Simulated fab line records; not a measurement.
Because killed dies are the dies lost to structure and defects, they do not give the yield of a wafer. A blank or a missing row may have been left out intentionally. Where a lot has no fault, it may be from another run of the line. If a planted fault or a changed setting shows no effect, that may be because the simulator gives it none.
fab line records	flow sky130
record lots=13	wafers=39	last_day=50
route steps=708 shown CAPM@538 VIA3@575 VIA4@644
lots that met no fault: from a run of the same line without faults
start_h: start of the lot's first displayed wafer, in hours after the record's first day	wait_h: hours from the lot's prior step to this one	" repeats the value in the row above	L1.1+2: one row covering several wafers at once	- no value, or no start was given	* or withheld: withheld	< > ~ a bound
route shown NAME@n: a module of which the file shows steps, and the number in the route of the first	usual: the fault-free wafers' mean and standard deviation	same: alike in all rows	chamber/n: place in a boat	sites: per-site readings	_std_site: how widely they spread, as a standard deviation	_edge_site: mean of outer sites minus mean of inner sites	radius_mm: for every site, how far away it sits from the centre of the wafer	mask NAME#n: copy n	behind: the most recent tool/chamber to have shaped the wafer	hold: what put the lot on hold/how long, in hours/how the hold closed	device: the transistor (n, p or np) that didn't switch	end of line: tests of these same wafers at the route's end	for a step that has no rows: nothing shown but its recipe	killed: not the wafer's yield, but the dies lost to structure and defects at the first sort	map: dies across one wafer; x = killed, . = not, _ = none there
set.NAME: the setting the step ran with; set.NAME@STEP: the setting that earlier step ran with	model.NAME: the simulator's own value behind a step, which no gauge read
the route's steps for a sample of lots (tables are steps, rows are wafers)
services: a tool's chamber out of use, with start hour (start_h, from the record's first day; less than 0 if before it), hours out, and reason
## steps
# step SKY_CAPM_THK_MEAS_01
# recipe reads=SiO2_of_CAPM_CVD_00
# usual CAPM_CVD_00_THK=15.44/0.24
lot.wafer	tool	chamber	start_h	wait_h	CAPM_CVD_00_THK[nm]
L764.2	film_metro-01	-	836.75	-	15.49
L764.3	"	-	"	"	15.77
L764.4	"	-	"	"	15.74
L765.2	film_metro-01	-	851.18	-	15.27
L765.3	"	-	"	"	15.49
L765.6	"	-	"	"	15.75
L766.3	film_metro-03	-	861.14	-	15.49
L766.5	"	-	"	"	15.70
L766.6	"	-	"	"	15.88
L767.1	film_metro-04	-	873.02	-	15.23
L767.2	"	-	"	"	15.09
L767.4	"	-	"	"	15.26
L768.2	film_metro-01	-	881.71	-	15.51
L768.3	"	-	"	"	15.79
L768.5	"	-	"	"	15.53
L771.1	film_metro-04	-	899.90	-	15.09
L771.2	"	-	"	"	15.18
L771.3	"	-	"	"	15.28
L772.1	film_metro-04	-	907.71	-	15.35
L772.4	"	-	"	"	15.39
L772.6	"	-	"	"	15.33
L777.3	film_metro-04	-	945.77	-	15.12
L777.4	"	-	"	"	15.32
L777.6	"	-	"	"	15.65
L778.1	film_metro-04	-	956.34	-	15.00
L778.4	"	-	"	"	15.54
L778.6	"	-	"	"	15.37
L779.2	film_metro-03	-	965.73	-	15.31
L779.5	"	-	"	"	15.29
L779.6	"	-	"	"	15.65
L783.2	film_metro-04	-	985.98	-	15.24
L783.5	"	-	"	"	15.65
L783.6	"	-	"	"	15.20
L785.3	film_metro-03	-	998.38	-	15.38
L785.5	"	-	"	"	15.37
L785.6	"	-	"	"	15.45
L786.3	film_metro-04	-	1009.03	-	15.15
L786.4	"	-	"	"	15.32
L786.5	"	-	"	"	15.53
# step SKY_CAPM_THK_MEAS_04
# recipe thk_meas_gauge=xrf	reads=TiN_of_CAPM_SPUTTER_02
# usual CAPM_TIN_THK=198/3.7
lot.wafer	tool	chamber	start_h	wait_h	CAPM_TIN_THK[nm]
L764.2	film_metro-01	-	837.03	0.1	196
L764.3	"	-	"	"	205
L764.4	"	-	"	"	201
L765.2	film_metro-03	-	851.47	0.1	200
L765.3	"	-	"	"	193
L765.6	"	-	"	"	200
L766.3	film_metro-01	-	861.43	0.1	200
L766.5	"	-	"	"	195
L766.6	"	-	"	"	198
L767.1	film_metro-03	-	873.31	0.1	191
L767.2	"	-	"	"	201
L767.4	"	-	"	"	196
L768.2	film_metro-03	-	882.00	0.1	201
L768.3	"	-	"	"	200
L768.5	"	-	"	"	200
L771.1	film_metro-03	-	900.19	0.1	196
L771.2	"	-	"	"	191
L771.3	"	-	"	"	199
L772.1	film_metro-03	-	908.00	0.1	196
L772.4	"	-	"	"	197
L772.6	"	-	"	"	195
L777.3	film_metro-01	-	946.06	0.1	193
L777.4	"	-	"	"	200
L777.6	"	-	"	"	201
L778.1	film_metro-01	-	956.63	0.1	197
L778.4	"	-	"	"	195
L778.6	"	-	"	"	201
L779.2	film_metro-01	-	966.02	0.1	199
L779.5	"	-	"	"	203
L779.6	"	-	"	"	199
L783.2	film_metro-01	-	986.27	0.1	205
L783.5	"	-	"	"	202
L783.6	"	-	"	"	206
L785.3	film_metro-01	-	998.67	0.1	199
L785.5	"	-	"	"	192
L785.6	"	-	"	"	196
L786.3	film_metro-03	-	1009.32	0.1	194
L786.4	"	-	"	"	194
L786.5	"	-	"	"	195
# step SKY_VIA3_CMP_02
# recipe material=SiO2	down_force_psi=4	platen_rpm=60	pad_velocity_m_s=0.94248
# usual edge_zone_pressure_frac=0.999/0.0052	motor_current_A=12.8/1.5
lot.wafer	tool	chamber	start_h	wait_h	edge_zone_pressure_frac	motor_current_A
L764.3	cmp-02	3	890.81	0.0	0.999	12.3
L764.4	"	0	"	"	0.995	11.9
L764.2	"	1	"	"	0.990	11.7
L765.2	cmp-02	0	904.02	0.0	0.996	11.9
L765.3	"	3	"	"	0.993	12.3
L765.6	"	0	"	"	1.015	12.2
L766.3	cmp-02	0	914.28	0.1	0.998	12.1
L766.6	"	2	"	"	1.000	13.3
L766.5	"	3	"	"	0.996	12.7
L767.1	cmp-02	3	925.49	0.3	1.006	12.4
L767.2	"	0	"	"	0.997	12.2
L767.4	"	1	"	"	1.002	12.2
L768.3	cmp-02	3	932.96	0.0	1.002	12.5
L768.2	"	1	"	"	0.996	11.7
L768.5	"	3	"	"	1.002	12.2
L771.2	cmp-01	3	951.40	0.3	0.999	15.6
L771.3	"	0	"	"	0.996	12.2
L771.1	"	1	"	"	0.998	11.7
L772.4	cmp-02	1	958.41	0.0	1.000	11.8
L772.1	"	3	"	"	1.007	12.5
L772.6	"	2	"	"	1.002	14.0
L777.4	cmp-02	0	995.32	0.0	0.998	12.6
L777.3	"	3	"	"	0.991	13.2
L777.6	"	0	"	"	0.995	11.8
L778.4	cmp-01	1	1004.98	0.1	0.993	11.9
L778.1	"	2	"	"	1.003	12.2
L778.6	"	3	"	"	0.996	16.7
L779.2	cmp-01	3	1014.25	0.0	1.000	16.4
L779.5	"	3	"	"	0.998	16.9
L779.6	"	0	"	"	0.998	12.7
L783.2	cmp-01	0	1033.12	0.2	1.004	12.2
L783.6	"	1	"	"	0.998	11.8
L783.5	"	2	"	"	0.997	11.6
L785.3	cmp-01	3	1046.74	0.1	0.997	17.0
L785.5	"	2	"	"	0.992	11.7
L785.6	"	3	"	"	1.001	16.3
L786.4	cmp-01	2	1055.76	0.0	1.010	12.0
L786.3	"	1	"	"	1.002	12.0
L786.5	"	3	"	"	1.008	15.2
# step SKY_VIA4_HMDS_05
# recipe prime_time_s=60	prime_temp_c=120
# usual prime_temp_c=120.04/0.15
lot.wafer	tool	chamber	start_h	wait_h	prime_temp_c
L764.2	litho_track-02	0	981.24	0.1	120.13
L764.3	"	0	"	"	120.13
L764.4	"	0	"	"	120.20
L765.2	litho_track-01	0	992.74	0.1	120.11
L765.3	"	0	"	"	120.22
L765.6	"	0	"	"	120.07
L766.3	litho_track-01	0	1002.27	0.1	119.89
L766.5	"	0	"	"	119.77
L766.6	"	0	"	"	120.10
L767.1	litho_track-04	0	1014.77	0.1	119.96
L767.2	"	0	"	"	120.08
L767.4	"	0	"	"	119.94
L768.2	litho_track-02	0	1019.64	0.1	120.17
L768.3	"	0	"	"	120.02
L768.5	"	0	"	"	120.09
L771.1	litho_track-04	0	1037.77	0.1	120.14
L771.2	"	0	"	"	120.01
L771.3	"	0	"	"	120.10
L772.1	litho_track-02	0	1043.76	0.1	120.11
L772.4	"	0	"	"	120.07
L772.6	"	0	"	"	120.14
L777.3	litho_track-04	0	1076.77	0.1	119.90
L777.4	"	0	"	"	120.01
L777.6	"	0	"	"	120.42
L778.1	litho_track-04	0	1085.12	0.1	113.62
L778.4	"	0	"	"	113.77
L778.6	"	0	"	"	114.00
L779.2	litho_track-02	0	1093.84	0.1	119.74
L779.5	"	0	"	"	119.85
L779.6	"	0	"	"	119.65
L783.2	litho_track-04	0	1110.70	0.1	113.58
L783.5	"	0	"	"	113.62
L783.6	"	0	"	"	113.67
L785.3	litho_track-01	0	1122.67	0.1	119.96
L785.5	"	0	"	"	120.02
L785.6	"	0	"	"	120.00
L786.3	litho_track-02	0	1130.61	0.1	120.15
L786.4	"	0	"	"	120.21
L786.5	"	0	"	"	120.14
## services
tool	chamber	start_h	hours	kind
cmp-02	-	894.87	0.9	repair
cmp-01	-	924.25	4.0	pm
cmp-01	-	928.25	-	consumable_replace:conditioner
cmp-01	-	928.25	-	consumable_replace:pad
cmp-01	-	934.09	0.4	repair
cmp-02	-	951.13	0.7	repair
cmp-02	-	989.56	0.9	repair
cmp-02	-	1048.19	5.5	pm
cmp-01	-	1060.54	0.8	repair
cmp-02	-	1084.19	4.0	pm
cmp-02	-	1088.19	-	consumable_replace:conditioner
cmp-02	-	1088.19	-	consumable_replace:pad
cmp-01	-	1089.70	19.4	repair
cmp-01	-	1098.75	1.9	repair
cmp-01	-	1127.87	3.1	repair
## key
first_sign step=SKY_VIA4_HMDS_05	reading=prime_temp_c	direction=down	sigmas=43	usual=*	struck=*
effect none on later readings
met_at SKY_VIA4_HMDS_05
struck_lots L778,L783
not_acting_at SKY_CAPM_THK_MEAS_01,SKY_CAPM_THK_MEAS_04,SKY_VIA3_CMP_02
onset_between 1076.77 1085.12
fault kind=process_parameter_drift	tool=litho_track-04	chamber=-	onset_h=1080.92	steps=SKY_VIA4_HMDS_05	channel=prime_temp_c	offset=*	shape=step	end_h=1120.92	acts_in=*	stated=*
